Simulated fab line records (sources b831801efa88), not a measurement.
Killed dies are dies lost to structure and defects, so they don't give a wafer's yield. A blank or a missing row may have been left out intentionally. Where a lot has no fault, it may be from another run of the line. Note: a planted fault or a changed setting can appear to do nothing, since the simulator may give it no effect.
Which tool was responsible? + flow gf180mcu + Sampling: 24 lots, 72 wafers, 4 of 602 route steps

WHAT THE GAUGES SHOWED, per wafer
GF_V4_THK_MEAS_25: measures by xrf. Usual: for V4_W_THK the level is 352 nm and the standard deviation is 5.3.
| lot  | measured     | on            | V4_W_THK (nm) | flag |
|------|--------------|---------------|---------------|------|
| L074 | day 24 09:56 | film-metro-02 | 356 353 360   |      |
| L075 | day 24 12:11 | film-metro-01 | 348 349 347   |      |
| L076 | day 25 08:02 | film-metro-03 | 346 341 341   |      |
| L077 | day 25 10:51 | film-metro-03 | 349 348 349   |      |
| L078 | day 25 23:07 | film-metro-01 | 357 351 353   |      |
| L079 | day 26 01:05 | film-metro-01 | 355 353 358   |      |
| L080 | day 26 12:32 | film-metro-03 | 344 344 344   |      |
| L081 | day 27 01:02 | film-metro-02 | 348 355 356   |      |
| L082 | day 27 04:07 | film-metro-01 | 351 353 354   |      |
| L083 | day 27 08:24 | film-metro-01 | 358 349 358   |      |
| L084 | day 28 00:04 | film-metro-02 | 351 352 349   |      |
| L085 | day 28 04:34 | film-metro-03 | 352 344 351   |      |
| L086 | day 28 14:54 | film-metro-03 | 342 347 349   |      |
| L087 | day 28 20:07 | film-metro-01 | 361 354 355   |      |
| L088 | day 29 06:04 | film-metro-01 | 354 351 356   |      |
| L089 | day 29 13:49 | film-metro-01 | 349 349 348   |      |
| L090 | day 29 19:55 | film-metro-03 | 354 352 360   |      |
| L091 | day 29 22:58 | film-metro-03 | 355 356 359   |      |
| L092 | day 30 09:34 | film-metro-01 | 345 350 351   |      |
| L093 | day 30 13:11 | film-metro-01 | 353 354 353   |      |
| L094 | day 30 17:47 | film-metro-03 | 355 359 358   |      |
| L095 | day 30 22:03 | film-metro-01 | 346 350 348   |      |
| L096 | day 31 05:39 | film-metro-02 | 348 352 353   |      |
| L097 | day 31 13:11 | film-metro-03 | 360 358 357   |      |

GF_MIM_THK_MEAS_11: measures by xrf. Usual: for MIM_ALCU_THK the level is 201.8 nm and the standard deviation is 2.
| lot  | measured     | on            | MIM_ALCU_THK (nm) | flag |
|------|--------------|---------------|-------------------|------|
| L074 | day 24 10:50 | film-metro-01 | 201.9 200.4 201.6 |      |
| L075 | day 24 13:04 | film-metro-01 | 199.4 201.8 199.1 |      |
| L076 | day 25 08:56 | film-metro-01 | 200.7 198.3 198.5 |      |
| L077 | day 25 11:44 | film-metro-02 | 204.4 201.5 199.0 |      |
| L078 | day 26 00:00 | film-metro-02 | 202.7 199.6 202.2 |      |
| L079 | day 26 01:58 | film-metro-02 | 202.3 202.4 203.1 |      |
| L080 | day 26 13:25 | film-metro-02 | 203.6 200.4 201.1 |      |
| L081 | day 27 01:56 | film-metro-02 | 204.9 204.7 203.0 |      |
| L082 | day 27 05:00 | film-metro-01 | 205.7 201.5 204.6 |      |
| L083 | day 27 09:17 | film-metro-02 | 200.7 201.7 200.3 |      |
| L084 | day 28 00:57 | film-metro-01 | 204.1 202.7 204.2 |      |
| L085 | day 28 05:28 | film-metro-01 | 204.8 205.2 203.6 |      |
| L086 | day 28 15:48 | film-metro-01 | 201.7 199.4 201.8 |      |
| L087 | day 28 21:01 | film-metro-01 | 201.3 201.7 201.2 |      |
| L088 | day 29 06:57 | film-metro-01 | 202.5 199.7 202.8 |      |
| L089 | day 29 14:48 | film-metro-02 | 202.9 203.2 204.9 |      |
| L090 | day 29 20:49 | film-metro-02 | 202.3 200.1 200.6 |      |
| L091 | day 29 23:52 | film-metro-04 | 205.6 201.2 203.4 |      |
| L092 | day 30 10:28 | film-metro-02 | 200.1 199.6 199.2 |      |
| L093 | day 30 14:05 | film-metro-02 | 200.3 199.5 203.4 |      |
| L094 | day 30 18:46 | film-metro-01 | 206.0 205.1 201.8 |      |
| L095 | day 30 23:00 | film-metro-04 | 199.1 200.4 197.4 |      |
| L096 | day 31 06:32 | film-metro-02 | 201.8 202.0 200.2 |      |
| L097 | day 31 14:05 | film-metro-01 | 201.9 204.4 203.0 |      |

TOOL THAT RAN EACH LOT (tool first, then ch and the chambers of the sampled wafers, then the start)
| lot  | GF_M4_SPUTTER_00             | GF_MIM_SPUTTER_02            |
|------|------------------------------|------------------------------|
| L074 | pvd-sputter-04, day 22 09:29 | pvd-sputter-02, day 24 10:25 |
| L075 | pvd-sputter-02, day 22 12:04 | pvd-sputter-02, day 24 12:40 |
| L076 | pvd-sputter-02, day 23 08:11 | pvd-sputter-03, day 25 08:31 |
| L077 | pvd-sputter-03, day 23 11:04 | pvd-sputter-02, day 25 11:20 |
| L078 | pvd-sputter-03, day 24 01:21 | pvd-sputter-03, day 25 23:35 |
| L079 | pvd-sputter-04, day 24 03:11 | pvd-sputter-01, day 26 01:34 |
| L080 | pvd-sputter-02, day 24 15:08 | pvd-sputter-03, day 26 13:01 |
| L081 | pvd-sputter-02, day 25 03:46 | pvd-sputter-01, day 27 01:31 |
| L082 | pvd-sputter-04, day 25 07:55 | pvd-sputter-01, day 27 04:36 |
| L083 | pvd-sputter-03, day 25 11:06 | pvd-sputter-01, day 27 08:53 |
| L084 | pvd-sputter-04, day 26 04:05 | pvd-sputter-02, day 28 00:32 |
| L085 | pvd-sputter-02, day 26 08:19 | pvd-sputter-02, day 28 05:04 |
| L086 | pvd-sputter-03, day 26 20:52 | pvd-sputter-01, day 28 15:24 |
| L087 | pvd-sputter-03, day 27 01:34 | pvd-sputter-03, day 28 20:35 |
| L088 | pvd-sputter-03, day 27 11:41 | pvd-sputter-03, day 29 06:33 |
| L089 | pvd-sputter-03, day 27 21:37 | pvd-sputter-01, day 29 14:24 |
| L090 | pvd-sputter-02, day 28 02:10 | pvd-sputter-02, day 29 20:23 |
| L091 | pvd-sputter-03, day 28 05:14 | pvd-sputter-01, day 29 23:28 |
| L092 | pvd-sputter-02, day 28 17:40 | pvd-sputter-03, day 30 10:03 |
| L093 | pvd-sputter-04, day 28 20:40 | pvd-sputter-01, day 30 13:41 |
| L094 | pvd-sputter-04, day 29 01:13 | pvd-sputter-01, day 30 18:22 |
| L095 | pvd-sputter-02, day 29 05:14 | pvd-sputter-02, day 30 22:35 |
| L096 | pvd-sputter-04, day 29 14:04 | pvd-sputter-02, day 31 06:08 |
| L097 | pvd-sputter-03, day 29 21:11 | pvd-sputter-02, day 31 13:38 |
- GF_M4_SPUTTER_00: material Ti, target thk 37.5 nm, time 150 s.
- GF_MIM_SPUTTER_02: material AlCu, target thk 450 nm, time 23.9 s.

WHAT THE TOOLS THEMSELVES READ (means of the sampled wafers that have a number; where no wafer has one, the mark that the record gives instead)
GF_M4_SPUTTER_00. Usual: chamber-pressure-pa 2.000 Pa, standard deviation 0.0041; throttle-valve-pct 30.4 %, standard deviation 0.77.
| lot  | tool           | chamber-pressure-pa (Pa) | throttle-valve-pct (%) | flag |
|------|----------------|--------------------------|------------------------|------|
| L074 | pvd-sputter-04 | 1.997                    | 30.3                   |      |
| L075 | pvd-sputter-02 | 2.001                    | 30.3                   |      |
| L076 | pvd-sputter-02 | 2.002                    | 30.7                   |      |
| L077 | pvd-sputter-03 | 1.997                    | 30.6                   |      |
| L078 | pvd-sputter-03 | 2.002                    | 31.0                   |      |
| L079 | pvd-sputter-04 | 2.004                    | 30.8                   |      |
| L080 | pvd-sputter-02 | 2.002                    | 30.6                   |      |
| L081 | pvd-sputter-02 | 2.002                    | 30.6                   |      |
| L082 | pvd-sputter-04 | 1.995                    | 30.4                   |      |
| L083 | pvd-sputter-03 | 1.991                    | 30.5                   |      |
| L084 | pvd-sputter-04 | 1.999                    | 30.5                   |      |
| L085 | pvd-sputter-02 | 2.006                    | 29.7                   |      |
| L086 | pvd-sputter-03 | 1.998                    | 29.7                   |      |
| L087 | pvd-sputter-03 | 1.999                    | 30.0                   |      |
| L088 | pvd-sputter-03 | 2.003                    | 31.3                   |      |
| L089 | pvd-sputter-03 | 2.003                    | 30.9                   |      |
| L090 | pvd-sputter-02 | 1.998                    | 30.0                   |      |
| L091 | pvd-sputter-03 | 1.999                    | 30.7                   |      |
| L092 | pvd-sputter-02 | 1.998                    | 30.4                   |      |
| L093 | pvd-sputter-04 | 2.001                    | 30.3                   |      |
| L094 | pvd-sputter-04 | 2.000                    | 30.4                   |      |
| L095 | pvd-sputter-02 | 1.999                    | 30.0                   |      |
| L096 | pvd-sputter-04 | 2.001                    | 30.3                   |      |
| L097 | pvd-sputter-03 | 2.002                    | 31.1                   |      |

GF_MIM_SPUTTER_02. Usual: chamber-pressure-pa 0.4001 Pa, standard deviation 0.00078; throttle-valve-pct 30.3 %, standard deviation 0.7.
| lot  | tool           | chamber-pressure-pa (Pa) | throttle-valve-pct (%) | flag |
|------|----------------|--------------------------|------------------------|------|
| L074 | pvd-sputter-02 | 0.4002                   | 30.4                   |      |
| L075 | pvd-sputter-02 | 0.3999                   | 30.6                   |      |
| L076 | pvd-sputter-03 | 0.4009                   | 29.7                   |      |
| L077 | pvd-sputter-02 | 0.3999                   | 30.7                   |      |
| L078 | pvd-sputter-03 | 0.3996                   | 30.1                   |      |
| L079 | pvd-sputter-01 | 0.4000                   | 29.8                   |      |
| L080 | pvd-sputter-03 | 0.3997                   | 30.5                   |      |
| L081 | pvd-sputter-01 | 0.3998                   | 30.2                   |      |
| L082 | pvd-sputter-01 | 0.4003                   | 29.9                   |      |
| L083 | pvd-sputter-01 | 0.4001                   | 30.8                   |      |
| L084 | pvd-sputter-02 | 0.4004                   | 30.1                   |      |
| L085 | pvd-sputter-02 | 0.3997                   | 30.4                   |      |
| L086 | pvd-sputter-01 | 0.4003                   | 30.4                   |      |
| L087 | pvd-sputter-03 | 0.4001                   | 29.7                   |      |
| L088 | pvd-sputter-03 | 0.4008                   | 29.4                   |      |
| L089 | pvd-sputter-01 | 0.4005                   | 30.7                   |      |
| L090 | pvd-sputter-02 | 0.4001                   | 29.8                   |      |
| L091 | pvd-sputter-01 | 0.4002                   | 30.5                   |      |
| L092 | pvd-sputter-03 | 0.4001                   | 30.2                   |      |
| L093 | pvd-sputter-01 | 0.3994                   | 30.0                   |      |
| L094 | pvd-sputter-01 | 0.4002                   | 30.6                   |      |
| L095 | pvd-sputter-02 | 0.4008                   | 30.4                   |      |
| L096 | pvd-sputter-02 | 0.4004                   | 30.5                   |      |
| L097 | pvd-sputter-02 | 0.4001                   | 29.7                   |      |

THE ANSWER, worked out from the rows above alone
Rule: a lot is off if the mean of its wafers that have a number lies more than 3 standard deviations from the usual mean. A lot without any number at a reading at which 4 lots or more have one is off too. Where the step has rows for the other lots, those lots are counted as sound. First the gauges in route order, then the tools' own readings, where a lot's mean is used as printed above. At the first step where some lot is off, the reading lying furthest off is the one used; lots without a number count as furthest.
Across all readings shown, no lot is off: no conclusion can be drawn from this.

WHAT THE SIMULATOR PUT IN
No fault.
